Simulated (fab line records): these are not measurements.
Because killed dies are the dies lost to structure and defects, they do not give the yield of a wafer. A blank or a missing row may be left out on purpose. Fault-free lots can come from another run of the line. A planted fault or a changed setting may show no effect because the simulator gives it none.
8D (eight disciplines) problem report, filled in by code + flow gf180mcu + the parts of the form that need people (team, actions taken, sign-off) are left out

== 1. THE PROBLEM ==
Mean of chamber pressure Torr at GF_V2_CVD_23: 41.25 Torr across 5 wafers in 2 lots; on wafers with no fault it is 40.01 Torr (standard deviation 0.085). Relative to the usual mean, that is a shift of +15 standard deviations.
The step: deposits W, target thk 350 nm, time 104.94 s.
Earliest sighting: wafer L853.2 on cvd w-01 at day 26 05:35. The record holds 18 wafers of 6 lots with a number at this step. Rule for "out" (also "out of limits"): further than 4 standard deviations from the usual mean. The rest of the wafers with a number are treated as sound.

== 2. WHAT IT IS; WHAT IT IS NOT ==
| question                    | is                                     | is not                                                                   |
|-----------------------------|----------------------------------------|--------------------------------------------------------------------------|
| which readings at this step | chamber pressure Torr                  | heater power w                                                           |
| which lots                  | L853, L854                             | L837, L846, L859, L860                                                   |
| which wafers of those lots  | L853.2, L853.4, L854.1, L854.3, L854.6 | L853.1                                                                   |
| read on which tools         | cvd w-01                               | cvd w-02                                                                 |
| when                        | from day 26 05:35                      | up to then (7 sound wafers); but 6 sound wafers of L859, L860 came after |

== 3. THE SUSPECTS, EACH WITH WHAT RULES IT OUT ==
Counting: a tool at a process step up to the reading stays a suspect if it ran every lot that is out. Sound lots after the first of them don't rule it out here, since some wafers of a struck lot are sound.
- rie diel-04 at GF_V2_ETCH_16 (etches BARC in N2/H2): kept. It ran every lot that is out, first L853 (day 26 04:49).
- rie diel-04 at GF_V2_ETCH_17 (etches SiO2 in C4F8/O2/Ar, stops on TiN, target depth 630 nm): kept. It ran every lot that is out, first L853 (day 26 04:57). GF_V2_ETCH_17: start missing for some lots; hours and lot order therefore follow GF_V2_STRIP_18.
- plasma asher-03 at GF_V2_STRIP_18 (strips in O2/N2): kept. It ran every lot that is out, first L853 (day 26 04:57).
- pvd sputter-02 at GF_V2_SPUTTER_21 (material Ti, target thk 15 nm, time 80.02 s): kept. Ran every lot that is out, first one L853 (day 26 05:29); last sound lot up to then L837 (day 20 05:24).
- pvd sputter-02 at GF_V2_SPUTTER_22 (material TiN, target thk 10 nm, time 40 s): kept. Ran every lot that is out, first one L853 (day 26 05:33); last sound lot up to then L837 (day 20 05:28).
- cvd w-01 at GF_V2_CVD_23 (deposits W, target thk 350 nm, time 104.94 s): kept. Ran every lot that is out, first one L853 (day 26 05:35); last sound lot up to then L846 (day 23 11:08). Out on those wafers are its own readings of chamber pressure Torr.
- Within rie diel-04 at GF_V2_ETCH_16: the wafers that are out ran in chambers 0, 2, 3; their sound lot-mates ran in chamber 1.
- Within rie diel-04 at GF_V2_ETCH_17: the wafers that are out ran in chambers 0, 2, 3; their sound lot-mates ran in chamber 1.
- Within cvd w-01 at GF_V2_CVD_23, the wafers that are out were processed in chamber 1 and their sound lot-mates in chamber 0.
Left after counting: rie diel-04 at GF_V2_ETCH_16, rie diel-04 at GF_V2_ETCH_17, plasma asher-03 at GF_V2_STRIP_18, pvd sputter-02 at GF_V2_SPUTTER_21, pvd sputter-02 at GF_V2_SPUTTER_22, cvd w-01 at GF_V2_CVD_23.

== 4. THE CAUSE (what the simulator had put in) ==
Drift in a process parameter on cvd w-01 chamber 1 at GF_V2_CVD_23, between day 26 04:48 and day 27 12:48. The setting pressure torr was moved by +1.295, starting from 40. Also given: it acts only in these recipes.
Of the 6 suspects that counting leaves, this tool is one.

== 5. SEQUENCE OF EFFECTS, ordered by route ==
Rows list readings where the struck wafers' mean (over those with a number) sits beyond 3 standard deviations from the usual. Only readings whose record carries a usual standard deviation are examined. hours: median over the lots of the time between each lot's start at the first step of this table that gives one and its start at this step. sigmas: the change, counted in usual standard deviations.
| hours | step         | reading               | usual      | on struck wafers | change | sigmas |
|-------|--------------|-----------------------|------------|------------------|--------|--------|
| 0     | GF_V2_CVD_23 | chamber pressure Torr | 40.01 Torr | 41.25            | +1.24  | +15    |
Here are the process steps it includes:
- GF_V2_CVD_23: deposits W, target thk 350 nm, time 104.94 s.
At these later measuring or inspecting steps, every struck wafer for which the step has a row has a number for every such reading, and none has moved that far: GF_V2_RS_MEAS_24.

== 6. WHAT WOULD HAVE CAUGHT IT SOONER ==
In this record the first reading out of limits was taken at day 26 05:35, 1 hour after the fault began at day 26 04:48.
